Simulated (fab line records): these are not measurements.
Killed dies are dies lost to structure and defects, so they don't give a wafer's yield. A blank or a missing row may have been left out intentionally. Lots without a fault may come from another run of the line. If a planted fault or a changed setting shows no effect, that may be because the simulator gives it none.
Which tool is to blame? :: flow sky130 :: Sampling: 24 lots, 72 wafers, 3 of 708 route steps

WHAT THE GAUGES READ, wafer by wafer
SKY_METAL1_OVL_MEAS_16.
lot: L074
measured: day 33 02:14
on: overlay-01
METAL1_OVL (nm): -8 -4 -1

lot: L075
measured: day 33 09:40
on: overlay-01
METAL1_OVL (nm): 3 -8 -1

lot: L076
measured: day 33 20:44
on: overlay-01
METAL1_OVL (nm): 1 -5 0

lot: L077
measured: day 34 03:07
on: overlay-02
METAL1_OVL (nm): -5 -6 -5

lot: L078
measured: day 34 04:16
on: overlay-02
METAL1_OVL (nm): 5 0 -3

lot: L079
measured: day 34 07:51
on: overlay-01
METAL1_OVL (nm): 4 9 14

lot: L080
measured: day 34 23:31
on: overlay-01
METAL1_OVL (nm): -2 5 1

lot: L081
measured: day 35 06:10
on: overlay-02
METAL1_OVL (nm): 9 -2 -1

lot: L082
measured: day 35 06:52
on: overlay-01
METAL1_OVL (nm): 4 -4 -2

lot: L083
measured: day 35 12:42
on: overlay-01
METAL1_OVL (nm): 2 5 8

lot: L084
measured: day 36 00:06
on: overlay-01
METAL1_OVL (nm): -8 -12 2

lot: L085
measured: day 36 05:29
on: overlay-02
METAL1_OVL (nm): 3 3 8

lot: L086
measured: day 36 17:31
on: overlay-01
METAL1_OVL (nm): 4 -1 4

lot: L087
measured: day 36 23:43
on: overlay-02
METAL1_OVL (nm): 1 14 4

lot: L088
measured: day 37 06:08
on: overlay-01
METAL1_OVL (nm): 6 9 4

lot: L089
measured: day 37 09:44
on: overlay-01
METAL1_OVL (nm): 7 5 1

lot: L090
measured: day 37 19:57
on: overlay-02
METAL1_OVL (nm): 6 7 -2

lot: L091
measured: day 38 01:43
on: overlay-01
METAL1_OVL (nm): -13 -6 3

lot: L092
measured: day 38 19:43
on: overlay-02
METAL1_OVL (nm): 0 4 -1

lot: L093
measured: day 39 02:00
on: overlay-02
METAL1_OVL (nm): -4 -9 0

lot: L094
measured: day 39 02:29
on: overlay-01
METAL1_OVL (nm): 6 7 4

lot: L095
measured: day 39 07:43
on: overlay-01
METAL1_OVL (nm): 3 -5 -4

lot: L096
measured: day 39 14:23
on: overlay-01
METAL1_OVL (nm): -2 -5 -2

lot: L097
measured: day 39 22:32
on: overlay-02
METAL1_OVL (nm): -11 -6 -3

WHICH TOOL RAN EACH LOT (tool, then ch and the chambers of the sampled wafers, then the start)
lot: L074
SKY_VT_ADJUST_LVTN_STRIP_20: plasma-asher-01 ch 0,1, day 7 16:12
SKY_SD_N_RTA_14: rtp-anneal-01 ch 0, day 28 04:33

lot: L075
SKY_VT_ADJUST_LVTN_STRIP_20: plasma-asher-03 ch 0,1, day 7 21:51
SKY_SD_N_RTA_14: rtp-anneal-01 ch 0, day 28 12:25

lot: L076
SKY_VT_ADJUST_LVTN_STRIP_20: plasma-asher-02 ch 0,1, day 8 08:48
SKY_SD_N_RTA_14: rtp-anneal-01 ch 0, day 28 23:59

lot: L077
SKY_VT_ADJUST_LVTN_STRIP_20: plasma-asher-02 ch 0,1, day 8 17:06
SKY_SD_N_RTA_14: rtp-anneal-01 ch 0, day 29 08:26

lot: L078
SKY_VT_ADJUST_LVTN_STRIP_20: plasma-asher-02 ch 0,1, day 8 21:12
SKY_SD_N_RTA_14: rtp-anneal-01 ch 0, day 29 08:44

lot: L079
SKY_VT_ADJUST_LVTN_STRIP_20: plasma-asher-02 ch 0,1, day 8 23:27
SKY_SD_N_RTA_14: rtp-anneal-01 ch 0, day 29 11:29

lot: L080
SKY_VT_ADJUST_LVTN_STRIP_20: plasma-asher-02 ch 0,1, day 9 10:30
SKY_SD_N_RTA_14: rtp-anneal-01 ch 0, day 30 05:24

lot: L081
SKY_VT_ADJUST_LVTN_STRIP_20: plasma-asher-03 ch 0,1, day 9 16:03
SKY_SD_N_RTA_14: rtp-anneal-02 ch 0, day 30 12:35

lot: L082
SKY_VT_ADJUST_LVTN_STRIP_20: plasma-asher-03 ch 0,1, day 9 21:01
SKY_SD_N_RTA_14: rtp-anneal-02 ch 0, day 30 14:13

lot: L083
SKY_VT_ADJUST_LVTN_STRIP_20: plasma-asher-03 ch 0, day 10 03:01
SKY_SD_N_RTA_14: rtp-anneal-01 ch 0, day 30 18:20

lot: L084
SKY_VT_ADJUST_LVTN_STRIP_20: plasma-asher-01 ch 0,1, day 10 13:57
SKY_SD_N_RTA_14: rtp-anneal-02 ch 0, day 31 07:47

lot: L085
SKY_VT_ADJUST_LVTN_STRIP_20: plasma-asher-02 ch 0,1, day 10 19:03
SKY_SD_N_RTA_14: rtp-anneal-01 ch 0, day 31 13:29

lot: L086
SKY_VT_ADJUST_LVTN_STRIP_20: plasma-asher-03 ch 0,1, day 11 05:57
SKY_SD_N_RTA_14: rtp-anneal-02 ch 0, day 32 00:50

lot: L087
SKY_VT_ADJUST_LVTN_STRIP_20: plasma-asher-02 ch 0,1, day 11 12:11
SKY_SD_N_RTA_14: rtp-anneal-01 ch 0, day 32 09:34

lot: L088
SKY_VT_ADJUST_LVTN_STRIP_20: plasma-asher-03 ch 0,1, day 11 19:10
SKY_SD_N_RTA_14: rtp-anneal-02 ch 0, day 32 14:56

lot: L089
SKY_VT_ADJUST_LVTN_STRIP_20: plasma-asher-03 ch 0,1, day 11 21:57
SKY_SD_N_RTA_14: rtp-anneal-01 ch 0, day 32 19:58

lot: L090
SKY_VT_ADJUST_LVTN_STRIP_20: plasma-asher-01 ch 0,1, day 12 06:07
SKY_SD_N_RTA_14: rtp-anneal-02 ch 0, day 33 04:32

lot: L091
SKY_VT_ADJUST_LVTN_STRIP_20: plasma-asher-01 ch 0,1, day 12 14:10
SKY_SD_N_RTA_14: rtp-anneal-01 ch 0, day 33 10:52

lot: L092
SKY_VT_ADJUST_LVTN_STRIP_20: plasma-asher-01 ch 0,1, day 13 03:04
SKY_SD_N_RTA_14: rtp-anneal-02 ch 0, day 34 06:04

lot: L093
SKY_VT_ADJUST_LVTN_STRIP_20: plasma-asher-01 ch 0,1, day 13 11:57
SKY_SD_N_RTA_14: rtp-anneal-01 ch 0, day 34 13:26

lot: L094
SKY_VT_ADJUST_LVTN_STRIP_20: plasma-asher-03 ch 0,1, day 13 13:36
SKY_SD_N_RTA_14: rtp-anneal-02 ch 0, day 34 14:13

lot: L095
SKY_VT_ADJUST_LVTN_STRIP_20: plasma-asher-01 ch 0,1, day 13 18:02
SKY_SD_N_RTA_14: rtp-anneal-01 ch 0, day 34 19:37

lot: L096
SKY_VT_ADJUST_LVTN_STRIP_20: plasma-asher-01 ch 0,1, day 14 01:51
SKY_SD_N_RTA_14: rtp-anneal-02 ch 0, day 35 02:47

lot: L097
SKY_VT_ADJUST_LVTN_STRIP_20: plasma-asher-01 ch 0,1, day 14 08:54
SKY_SD_N_RTA_14: rtp-anneal-01 ch 0, day 35 10:47
- SKY_VT_ADJUST_LVTN_STRIP_20: strips in O2/N2.
- SKY_SD_N_RTA_14: time 2 s.

AS READ BY THE TOOLS THEMSELVES (means over the sampled wafers that have a number; for cases with no such wafer, the mark the record gives instead)
SKY_VT_ADJUST_LVTN_STRIP_20.
lot: L074
tool: plasma-asher-01
chamber-pressure-mTorr (mTorr): 1500.3
drypump-motor-current-A (A): 5.71
n2-flow-sccm (sccm): 300.8
oes-product-au (a.u.): 0.718
strip-time-to-endpoint-s (s): 14.23

lot: L075
tool: plasma-asher-03
chamber-pressure-mTorr (mTorr): 1500.6
drypump-motor-current-A (A): 5.92
n2-flow-sccm (sccm): 300.5
oes-product-au (a.u.): 0.713
strip-time-to-endpoint-s (s): 14.24

lot: L076
tool: plasma-asher-02
chamber-pressure-mTorr (mTorr): 1499.9
drypump-motor-current-A (A): 5.46
n2-flow-sccm (sccm): 299.3
oes-product-au (a.u.): 0.715
strip-time-to-endpoint-s (s): 14.18

lot: L077
tool: plasma-asher-02
chamber-pressure-mTorr (mTorr): 1499.9
drypump-motor-current-A (A): 5.48
n2-flow-sccm (sccm): 300.0
oes-product-au (a.u.): 0.711
strip-time-to-endpoint-s (s): 14.24

lot: L078
tool: plasma-asher-02
chamber-pressure-mTorr (mTorr): 1499.9
drypump-motor-current-A (A): 5.52
n2-flow-sccm (sccm): 300.5
oes-product-au (a.u.): 0.713
strip-time-to-endpoint-s (s): 14.27

lot: L079
tool: plasma-asher-02
chamber-pressure-mTorr (mTorr): 1499.6
drypump-motor-current-A (A): 5.50
n2-flow-sccm (sccm): 299.4
oes-product-au (a.u.): 0.719
strip-time-to-endpoint-s (s): 14.23

lot: L080
tool: plasma-asher-02
chamber-pressure-mTorr (mTorr): 1500.2
drypump-motor-current-A (A): 5.52
n2-flow-sccm (sccm): 299.1
oes-product-au (a.u.): 0.711
strip-time-to-endpoint-s (s): 14.20

lot: L081
tool: plasma-asher-03
chamber-pressure-mTorr (mTorr): 1500.0
drypump-motor-current-A (A): 5.93
n2-flow-sccm (sccm): 299.4
oes-product-au (a.u.): 0.715
strip-time-to-endpoint-s (s): 14.21

lot: L082
tool: plasma-asher-03
chamber-pressure-mTorr (mTorr): 1499.7
drypump-motor-current-A (A): 5.91
n2-flow-sccm (sccm): 299.5
oes-product-au (a.u.): 0.714
strip-time-to-endpoint-s (s): 14.21

lot: L083
tool: plasma-asher-03
chamber-pressure-mTorr (mTorr): 1499.8
drypump-motor-current-A (A): 5.98
n2-flow-sccm (sccm): 300.2
oes-product-au (a.u.): 0.718
strip-time-to-endpoint-s (s): 14.22

lot: L084
tool: plasma-asher-01
chamber-pressure-mTorr (mTorr): 1500.6
drypump-motor-current-A (A): 5.87
n2-flow-sccm (sccm): 299.9
oes-product-au (a.u.): 0.713
strip-time-to-endpoint-s (s): 14.27

lot: L085
tool: plasma-asher-02
chamber-pressure-mTorr (mTorr): 1500.2
drypump-motor-current-A (A): 5.47
n2-flow-sccm (sccm): 299.1
oes-product-au (a.u.): 0.713
strip-time-to-endpoint-s (s): 14.23

lot: L086
tool: plasma-asher-03
chamber-pressure-mTorr (mTorr): 1500.3
drypump-motor-current-A (A): 5.92
n2-flow-sccm (sccm): 300.8
oes-product-au (a.u.): 0.712
strip-time-to-endpoint-s (s): 14.20

lot: L087
tool: plasma-asher-02
chamber-pressure-mTorr (mTorr): 1500.4
drypump-motor-current-A (A): 5.52
n2-flow-sccm (sccm): 299.6
oes-product-au (a.u.): 0.713
strip-time-to-endpoint-s (s): 14.21

lot: L088
tool: plasma-asher-03
chamber-pressure-mTorr (mTorr): 1500.1
drypump-motor-current-A (A): 5.95
n2-flow-sccm (sccm): 299.9
oes-product-au (a.u.): 0.719
strip-time-to-endpoint-s (s): 14.16

lot: L089
tool: plasma-asher-03
chamber-pressure-mTorr (mTorr): 1500.9
drypump-motor-current-A (A): 5.93
n2-flow-sccm (sccm): 298.8
oes-product-au (a.u.): 0.717
strip-time-to-endpoint-s (s): 14.26

lot: L090
tool: plasma-asher-01
chamber-pressure-mTorr (mTorr): 1499.3
drypump-motor-current-A (A): 5.88
n2-flow-sccm (sccm): 299.7
oes-product-au (a.u.): 0.714
strip-time-to-endpoint-s (s): 14.22

lot: L091
tool: plasma-asher-01
chamber-pressure-mTorr (mTorr): 1501.1
drypump-motor-current-A (A): 5.88
n2-flow-sccm (sccm): 299.8
oes-product-au (a.u.): 0.713
strip-time-to-endpoint-s (s): 14.24

lot: L092
tool: plasma-asher-01
chamber-pressure-mTorr (mTorr): 1499.7
drypump-motor-current-A (A): 5.86
n2-flow-sccm (sccm): 299.1
oes-product-au (a.u.): 0.713
strip-time-to-endpoint-s (s): 14.20

lot: L093
tool: plasma-asher-01
chamber-pressure-mTorr (mTorr): 1501.2
drypump-motor-current-A (A): 5.69
n2-flow-sccm (sccm): 298.8
oes-product-au (a.u.): 0.715
strip-time-to-endpoint-s (s): 14.25

lot: L094
tool: plasma-asher-03
chamber-pressure-mTorr (mTorr): 1500.2
drypump-motor-current-A (A): 5.92
n2-flow-sccm (sccm): 299.2
oes-product-au (a.u.): 0.715
strip-time-to-endpoint-s (s): 14.21

lot: L095
tool: plasma-asher-01
chamber-pressure-mTorr (mTorr): 1499.1
drypump-motor-current-A (A): 5.72
n2-flow-sccm (sccm): 300.2
oes-product-au (a.u.): 0.714
strip-time-to-endpoint-s (s): 14.23

lot: L096
tool: plasma-asher-01
chamber-pressure-mTorr (mTorr): 1501.1
drypump-motor-current-A (A): 5.89
n2-flow-sccm (sccm): 299.9
oes-product-au (a.u.): 0.711
strip-time-to-endpoint-s (s): 14.21

lot: L097
tool: plasma-asher-01
chamber-pressure-mTorr (mTorr): 1501.3
drypump-motor-current-A (A): 5.87
n2-flow-sccm (sccm): 298.9
oes-product-au (a.u.): 0.716
strip-time-to-endpoint-s (s): 14.16

SKY_SD_N_RTA_14.
lot: L074
tool: rtp-anneal-01
lamp-power-pct (%): 15.79
wafer_temp_C_max: 1079.1

lot: L075
tool: rtp-anneal-01
lamp-power-pct (%): 15.67
wafer_temp_C_max: 1078.0

lot: L076
tool: rtp-anneal-01
lamp-power-pct (%): 15.76
wafer_temp_C_max: 1076.9

lot: L077
tool: rtp-anneal-01
lamp-power-pct (%): 15.71
wafer_temp_C_max: 1077.3

lot: L078
tool: rtp-anneal-01
lamp-power-pct (%): 15.73
wafer_temp_C_max: 1077.5

lot: L079
tool: rtp-anneal-01
lamp-power-pct (%): 15.73
wafer_temp_C_max: 1077.3

lot: L080
tool: rtp-anneal-01
lamp-power-pct (%): 15.72
wafer_temp_C_max: 1077.5

lot: L081
tool: rtp-anneal-02
lamp-power-pct (%): 15.78
wafer_temp_C_max: 1077.4

lot: L082
tool: rtp-anneal-02
lamp-power-pct (%): 15.75
wafer_temp_C_max: 1078.0

lot: L083
tool: rtp-anneal-01
lamp-power-pct (%): 15.69
wafer_temp_C_max: 1077.5

lot: L084
tool: rtp-anneal-02
lamp-power-pct (%): 15.74
wafer_temp_C_max: 1077.4

lot: L085
tool: rtp-anneal-01
lamp-power-pct (%): 15.74
wafer_temp_C_max: 1076.7

lot: L086
tool: rtp-anneal-02
lamp-power-pct (%): 15.73
wafer_temp_C_max: 1077.5

lot: L087
tool: rtp-anneal-01
lamp-power-pct (%): 15.73
wafer_temp_C_max: 1077.4

lot: L088
tool: rtp-anneal-02
lamp-power-pct (%): 15.72
wafer_temp_C_max: 1078.0

lot: L089
tool: rtp-anneal-01
lamp-power-pct (%): 15.69
wafer_temp_C_max: 1079.0

lot: L090
tool: rtp-anneal-02
lamp-power-pct (%): 15.76
wafer_temp_C_max: 1077.4

lot: L091
tool: rtp-anneal-01
lamp-power-pct (%): 15.71
wafer_temp_C_max: 1078.5

lot: L092
tool: rtp-anneal-02
lamp-power-pct (%): 15.73
wafer_temp_C_max: 1078.2

lot: L093
tool: rtp-anneal-01
lamp-power-pct (%): 15.78
wafer_temp_C_max: 1078.5

lot: L094
tool: rtp-anneal-02
lamp-power-pct (%): 15.73
wafer_temp_C_max: 1079.0

lot: L095
tool: rtp-anneal-01
lamp-power-pct (%): 15.76
wafer_temp_C_max: 1077.7

lot: L096
tool: rtp-anneal-02
lamp-power-pct (%): 15.75
wafer_temp_C_max: 1079.3

lot: L097
tool: rtp-anneal-01
lamp-power-pct (%): 15.72
wafer_temp_C_max: 1078.6

THE ANSWER, worked out from the rows above alone
Rule: the lots themselves supply what counts as usual. Put in order of their means at a reading, lots are off if they are a third of the lots or fewer, leave a main group of 4 or more, and stand apart from it by a gap of 3 or more times the standard deviation of the main group's means; of several such gaps the widest counts. A main group whose means are all the same, to the digits that the tables above print for the reading, isn't used. Also off: a lot with no number at a reading for which 4 or more lots have one. Any other lot the step has rows for is counted as sound. The gauges are gone through in route order, then the tools' own readings, and for those a lot's mean is taken as printed above. The first step at which some lot is off is used, and at that step the reading that is off furthest; a lot without a number counts as furthest.
Across all readings shown, no lot is off: no conclusion can be drawn from this.

WHAT THE SIMULATOR PUT IN
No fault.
